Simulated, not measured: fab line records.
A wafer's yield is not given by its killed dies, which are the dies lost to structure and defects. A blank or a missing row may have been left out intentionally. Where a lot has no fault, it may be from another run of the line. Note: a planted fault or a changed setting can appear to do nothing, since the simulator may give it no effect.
Split-lot experiment / flow sfqLine / 23 wafers read across 5 lots, on a route 325 steps long

THE SPLIT ITSELF
At SFQ_TRILAYER_I3_VIA_LITHO_COAT_085 (resist thk 650 nm), the setting resistThkNm was moved away from the recipe's 650 nm on 5 of the 23 wafers read, by -3.9% to +1.5%. For the rest of the wafers, this setting stayed at what the recipe calls for.

FROM THE SPLIT TO THE READING: what the file shows between them, 2 steps
- SFQ_TRILAYER_I3_VIA_LITHO_PEB_088: peb time 60 s (also split here: pebTempC)
- SFQ_TRILAYER_I3_VIA_LITHO_DEVELOP_087: time 60 s

THE READING
KrF_of_TRILAYER_I3_VIA_LITHO_COAT_085.thkNm (the simulator's own value, which no gauge read), in nm, at SFQ_TRILAYER_I3_VIA_BARC_OPEN_VIA_ETCH_121 (etches BARC in O2, target depth 125 nm, time 41.7 s). The file gives no usual value for it. Average 574.3 nm, standard deviation 1.4 nm, over the 18 wafers here run with the recipe.

wafer=L074.1; tool, chamber at the split=lithoTrack-02, 0; resistThkNm as run, nm=650; against the recipe=recipe; KrF_of_TRILAYER_I3_VIA_LITHO_COAT_085.thkNm, nm=576.3; against lot-mates on the recipe=-
wafer=L074.2; tool, chamber at the split=lithoTrack-02, 0; resistThkNm as run, nm=624.8; against the recipe=-3.9%; KrF_of_TRILAYER_I3_VIA_LITHO_COAT_085.thkNm, nm=553.3; against lot-mates on the recipe=-22.9
wafer=L074.3; tool, chamber at the split=lithoTrack-02, 0; resistThkNm as run, nm=650; against the recipe=recipe; KrF_of_TRILAYER_I3_VIA_LITHO_COAT_085.thkNm, nm=576.1; against lot-mates on the recipe=-
wafer=L074.5; tool, chamber at the split=lithoTrack-02, 0; resistThkNm as run, nm=624.8; against the recipe=-3.9%; KrF_of_TRILAYER_I3_VIA_LITHO_COAT_085.thkNm, nm=551.1; against lot-mates on the recipe=-25.1
wafer=L074.6; tool, chamber at the split=lithoTrack-02, 0; resistThkNm as run, nm=624.8; against the recipe=-3.9%; KrF_of_TRILAYER_I3_VIA_LITHO_COAT_085.thkNm, nm=551; against lot-mates on the recipe=-25.2
wafer=L077.2; tool, chamber at the split=lithoTrack-03, 0; resistThkNm as run, nm=650; against the recipe=recipe; KrF_of_TRILAYER_I3_VIA_LITHO_COAT_085.thkNm, nm=573.9; against lot-mates on the recipe=-
wafer=L077.3; tool, chamber at the split=lithoTrack-03, 0; resistThkNm as run, nm=650; against the recipe=recipe; KrF_of_TRILAYER_I3_VIA_LITHO_COAT_085.thkNm, nm=573.8; against lot-mates on the recipe=-
wafer=L077.4; tool, chamber at the split=lithoTrack-03, 0; resistThkNm as run, nm=650; against the recipe=recipe; KrF_of_TRILAYER_I3_VIA_LITHO_COAT_085.thkNm, nm=572.2; against lot-mates on the recipe=-
wafer=L077.5; tool, chamber at the split=lithoTrack-03, 0; resistThkNm as run, nm=650; against the recipe=recipe; KrF_of_TRILAYER_I3_VIA_LITHO_COAT_085.thkNm, nm=572.8; against lot-mates on the recipe=-
wafer=L077.6; tool, chamber at the split=lithoTrack-03, 0; resistThkNm as run, nm=650; against the recipe=recipe; KrF_of_TRILAYER_I3_VIA_LITHO_COAT_085.thkNm, nm=574.9; against lot-mates on the recipe=-
wafer=L081.1; tool, chamber at the split=lithoTrack-02, 0; resistThkNm as run, nm=659.9; against the recipe=+1.5%; KrF_of_TRILAYER_I3_VIA_LITHO_COAT_085.thkNm, nm=585.4; against lot-mates on the recipe=+10.7
wafer=L081.2; tool, chamber at the split=lithoTrack-02, 0; resistThkNm as run, nm=659.9; against the recipe=+1.5%; KrF_of_TRILAYER_I3_VIA_LITHO_COAT_085.thkNm, nm=585.4; against lot-mates on the recipe=+10.7
wafer=L081.3; tool, chamber at the split=lithoTrack-02, 0; resistThkNm as run, nm=650; against the recipe=recipe; KrF_of_TRILAYER_I3_VIA_LITHO_COAT_085.thkNm, nm=573.7; against lot-mates on the recipe=-
wafer=L081.4; tool, chamber at the split=lithoTrack-02, 0; resistThkNm as run, nm=650; against the recipe=recipe; KrF_of_TRILAYER_I3_VIA_LITHO_COAT_085.thkNm, nm=574; against lot-mates on the recipe=-
wafer=L081.5; tool, chamber at the split=lithoTrack-02, 0; resistThkNm as run, nm=650; against the recipe=recipe; KrF_of_TRILAYER_I3_VIA_LITHO_COAT_085.thkNm, nm=576.3; against lot-mates on the recipe=-
wafer=L082.2; tool, chamber at the split=lithoTrack-02, 0; resistThkNm as run, nm=650; against the recipe=recipe; KrF_of_TRILAYER_I3_VIA_LITHO_COAT_085.thkNm, nm=573.4; against lot-mates on the recipe=-
wafer=L082.3; tool, chamber at the split=lithoTrack-02, 0; resistThkNm as run, nm=650; against the recipe=recipe; KrF_of_TRILAYER_I3_VIA_LITHO_COAT_085.thkNm, nm=576; against lot-mates on the recipe=-
wafer=L082.4; tool, chamber at the split=lithoTrack-02, 0; resistThkNm as run, nm=650; against the recipe=recipe; KrF_of_TRILAYER_I3_VIA_LITHO_COAT_085.thkNm, nm=576.9; against lot-mates on the recipe=-
wafer=L085.1; tool, chamber at the split=lithoTrack-02, 0; resistThkNm as run, nm=650; against the recipe=recipe; KrF_of_TRILAYER_I3_VIA_LITHO_COAT_085.thkNm, nm=572.1; against lot-mates on the recipe=-
wafer=L085.2; tool, chamber at the split=lithoTrack-02, 0; resistThkNm as run, nm=650; against the recipe=recipe; KrF_of_TRILAYER_I3_VIA_LITHO_COAT_085.thkNm, nm=574.3; against lot-mates on the recipe=-
wafer=L085.3; tool, chamber at the split=lithoTrack-02, 0; resistThkNm as run, nm=650; against the recipe=recipe; KrF_of_TRILAYER_I3_VIA_LITHO_COAT_085.thkNm, nm=572.9; against lot-mates on the recipe=-
wafer=L085.5; tool, chamber at the split=lithoTrack-02, 0; resistThkNm as run, nm=650; against the recipe=recipe; KrF_of_TRILAYER_I3_VIA_LITHO_COAT_085.thkNm, nm=574.2; against lot-mates on the recipe=-
wafer=L085.6; tool, chamber at the split=lithoTrack-02, 0; resistThkNm as run, nm=650; against the recipe=recipe; KrF_of_TRILAYER_I3_VIA_LITHO_COAT_085.thkNm, nm=573.4; against lot-mates on the recipe=-

FIT RESULTS
A straight line over all 23 wafers: KrF_of_TRILAYER_I3_VIA_LITHO_COAT_085.thkNm changes by +5.99 nm for each +1% of resistThkNm; r = +0.99; the points scatter about the line by 1.5 nm.
The same after taking each lot's own level away (the mean of its wafers on the recipe; 23 wafers): +6.39 nm for each +1%; r = +0.99; scatter 1.1 nm.
The reading moves by 25 nm for the largest change in resistThkNm, on that fit.
From 573.38 to 576.20 nm: that is the span of the lots' own levels, equal to 2.0 times the standard deviation above.
The two slopes are in agreement: the lot-to-lot level therefore moves the slope only a little.
Check: for one of the wafers moved furthest among these (-3.9%), held out of the fit, the line's prediction against its lot-mates is -25.4 nm. It came out at -22.9 nm against them.

THESE WAFERS: OTHER SPLITS
Before the reading, these wafers also passed through other splits. Each is held against what the fit with the lots' levels taken away leaves over:
other split on the same wafers=SFQ_TRILAYER_I1_VIA_BARC_OPEN_VIA_ETCH_071 sourceW; wafers away from the commonest value=10; r with KrF_of_TRILAYER_I3_VIA_LITHO_COAT_085.thkNm (lot level and that fit taken away)=-0.02
other split on the same wafers=SFQ_TRILAYER_M2_LITHO_COAT_062 resistThkNm; wafers away from the commonest value=9; r with KrF_of_TRILAYER_I3_VIA_LITHO_COAT_085.thkNm (lot level and that fit taken away)=+0.02
other split on the same wafers=SFQ_TRILAYER_M2_LITHO_PEB_060 pebTimeS; wafers away from the commonest value=4; r with KrF_of_TRILAYER_I3_VIA_LITHO_COAT_085.thkNm (lot level and that fit taken away)=-0.06
other split on the same wafers=SFQ_TRILAYER_M2_ETCH_METAL_ETCH_060 timeS; wafers away from the commonest value=8; r with KrF_of_TRILAYER_I3_VIA_LITHO_COAT_085.thkNm (lot level and that fit taken away)=-0.28
other split on the same wafers=SFQ_TRILAYER_M3_LITHO_COAT_080 resistThkNm; wafers away from the commonest value=8; r with KrF_of_TRILAYER_I3_VIA_LITHO_COAT_085.thkNm (lot level and that fit taken away)=+0.04
other split on the same wafers=SFQ_TRILAYER_M3_LITHO_COAT_075 spinRpm; wafers away from the commonest value=8; r with KrF_of_TRILAYER_I3_VIA_LITHO_COAT_085.thkNm (lot level and that fit taken away)=+0.26
other split on the same wafers=SFQ_TRILAYER_M3_BARC_OPEN_METAL_ETCH_100 icpW; wafers away from the commonest value=5; r with KrF_of_TRILAYER_I3_VIA_LITHO_COAT_085.thkNm (lot level and that fit taken away)=+0.27
other split on the same wafers=SFQ_TRILAYER_I3_VIA_LITHO_PEB_088 pebTempC; wafers away from the commonest value=9; r with KrF_of_TRILAYER_I3_VIA_LITHO_COAT_085.thkNm (lot level and that fit taken away)=+0.06

THE WHOLE CHAIN: every reading that the file lists as answering this split, in the file's order
step=SFQ_TRILAYER_I3_VIA_LITHO_COAT_085; what it does=resist thk 650 nm; reading=KrF_of_TRILAYER_I3_VIA_LITHO_COAT_085.thkNm (the simulator's own value, which no gauge read); change (the file's fit)=+6.51 nm for each +1% of the setting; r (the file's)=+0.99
step=SFQ_TRILAYER_I3_VIA_BARC_OPEN_VIA_ETCH_121; what it does=etches BARC in O2, target depth 125 nm, time 41.7 s; reading=KrF_of_TRILAYER_I3_VIA_LITHO_COAT_085.thkNm (the simulator's own value, which no gauge read); change (the file's fit)=+6.39 nm for each +1% of the setting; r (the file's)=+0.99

FILE'S OWN FIT
KrF_of_TRILAYER_I3_VIA_LITHO_COAT_085.thkNm changes by +6.39 nm for each +1% of resistThkNm, r = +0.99.
